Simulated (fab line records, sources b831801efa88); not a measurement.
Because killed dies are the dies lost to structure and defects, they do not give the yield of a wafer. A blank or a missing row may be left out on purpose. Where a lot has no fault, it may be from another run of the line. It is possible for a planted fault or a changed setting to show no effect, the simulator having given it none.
Comparing a struck lot with a sound one | flow sky130 | 35 steps out of a route of 708
Sound: these wafers, L145.3, L145.5, L145.6. Struck: wafer L154.4. (L154.2, L154.6 of the same lot were not struck and are left out.) The cause comes at the end.
For every step that has rows: the tool of each side, followed by ch and its chambers, followed by its first start. Under that, the readings that differ: sound wafers | struck wafers | difference of the means | sigmas: that difference in standard deviations of wafers without a fault.
alike: readings with means less than 2 such deviations apart, plus words and numbers identical on both sides. not compared: withheld readings, readings lacking a value on some wafer, bounds such as >300 that could conceal the same value, and numbers that have no deviation in the record and whose values overlap.
Wherever a step has rows on one side only, a row that says differs or no value, or a row with sigmas, the two part there. Numbers that have no deviation but don't overlap get no sigmas and don't part them. A reading missing from all wafers of one side parts the sides only when that side holds two or more wafers.

first, 10 steps without rows for these wafers: SKY_METAL3_HMDS_06 (prime time 60 s); SKY_METAL3_COAT_07 (resist thk 60 nm); SKY_METAL3_COAT_08 (resist thk 1140 nm); SKY_METAL3_SOFTBAKE_09 (time 90 s); SKY_METAL3_EXPOSE_10 (exposes mask MM3, target cd 300 nm); SKY_METAL3_PEB_11; SKY_METAL3_DEVELOP_12 (develop time 60 s); SKY_METAL3_DESCUM_15 (chemistry O2, time 8 s); SKY_METAL3_ETCH_16 (etches BARC in N2/H2, stops on SiO2, time 88.2 s, target depth 60 nm); SKY_METAL3_ETCH_17 (etches SiO2 in C4F8/O2/Ar, stops on TiN, time 3.9 s, target depth 15 nm).
SKY_METAL3_METAL_ETCH_18: etches the open film in Cl2/BCl3, stops on SiO2, target depth 845 nm, time 183.1 s.
  sound on rie-metal-03 ch 0,1, day 39 11:35; struck on rie-metal-02 ch 0, day 42 14:49
  alike: drypump-motor-current-A, oes-product-au, throttle-valve-pct
  not compared: rf-hours-counter-h
then, 23 steps without rows for these wafers: SKY_METAL3_STRIP_19 (strips in O2/N2); SKY_METAL3_STRIP_20 (strips in post etch residue remover, time 1200 s); SKY_METAL3_CLEAN_21 (cleans in IPA, time 180 s); SKY_METAL3_CLEAN_22 (cleans in O3/DIW); SKY_VIA3_HDPCVD_00 (deposits SiO2, target thk 1635 nm, time 272.5 s); SKY_VIA3_CMP_02 (polishes SiO2); SKY_VIA3_DEHYDRATE_04 (time 60 s); SKY_VIA3_HMDS_05 (prime time 60 s); SKY_VIA3_COAT_06 (resist thk 60 nm); SKY_VIA3_COAT_07 (resist thk 450 nm); SKY_VIA3_SOFTBAKE_08 (time 90 s); SKY_VIA3_EXPOSE_09 (exposes mask VIM3, target cd 200 nm); SKY_VIA3_PEB_10; SKY_VIA3_DEVELOP_11 (develop time 60 s); SKY_VIA3_ETCH_14 (etches BARC in N2/H2, stops on SiO2, time 45.9 s, target depth 60 nm); SKY_VIA3_ETCH_15 (etches SiO2 in C4F8/O2/Ar, stops on TiN, target depth 507 nm, time 78 s); SKY_VIA3_STRIP_16 (strips in O2/N2); SKY_VIA3_STRIP_17 (strips in post etch residue remover, time 1200 s); SKY_VIA3_CLEAN_18 (cleans in IPA, time 180 s); SKY_VIA3_CLEAN_19 (cleans in O3/DIW); SKY_VIA3_SPUTTER_20 (material TiN, target thk 20 nm, time 80 s); SKY_VIA3_CVD_21 (deposits W, target thk 390 nm, time 117.31 s); SKY_VIA3_CMP_24 (polishes, stops on SiO2, t overpolish 20 s, target thk 0 nm).
-- the record jumps here: 7 days lie between the struck wafers' starts before and after (it left off in module VIA3 and takes up again in module PAD_OPEN, whose first step shown is number 708 of the route) --
SKY_PAD_OPEN_PROBE_99:
  sound on prober-01, day 46 13:17; struck on prober-01, day 49 04:56
  reading                               | sound             | struck | difference | sigmas
  defect-limited-yield (%)              | 86.0 85.2 81.1    | 67.9   | -16.2      | -8
  killed_at_M0_to_M3                    | 26 35 47          | 104    | +68        | +10
  killed-at-front-end                   | 10 18 15          | 29     | +15        | +4
  killed-at-other                       | 0 0 0             | 1      | +1         | +2
  killed-dies                           | 69 73 93          | 158    | +80        | +8
  sort_bin_3_pad_short (%)              | 0 0.6 1.2         | 5.3    | +4.7       | +11
  sort_bin_5_function (%)               | 8.9 8.9 11.4      | 17.7   | +8.0       | +5
  sort_bin_6_memory (%)                 | 5.1 5.3 6.3       | 9.1    | +3.5       | +4
  sort-n-pass                           | 423 419 399       | 334    | -80        | -8
  sort-yield-pct (%)                    | 86.0 85.2 81.1    | 67.9   | -16.2      | -8
  model.etest.tester.sort-n-pass        | 423 419 399       | 334    | -80        |
  model.etest.tester.sort-yield-pct (%) | 85.98 85.16 81.1  | 67.89  | -16.19     |
  model.etest.tester.sort_bin_5_pct (%) | 8.943 8.943 11.38 | 17.68  | +7.92      |
  model.etest.tester.sort_bin_3_pct (%) | 0 0.6098 1.22     | 5.285  | +4.675     |
  alike: killed_at_M4_up, killed-at-contacts, killed-open, killed-short

## WHERE THEY PART
Only at SKY_PAD_OPEN_PROBE_99, within this record.

WHY: what had been put in by the simulator
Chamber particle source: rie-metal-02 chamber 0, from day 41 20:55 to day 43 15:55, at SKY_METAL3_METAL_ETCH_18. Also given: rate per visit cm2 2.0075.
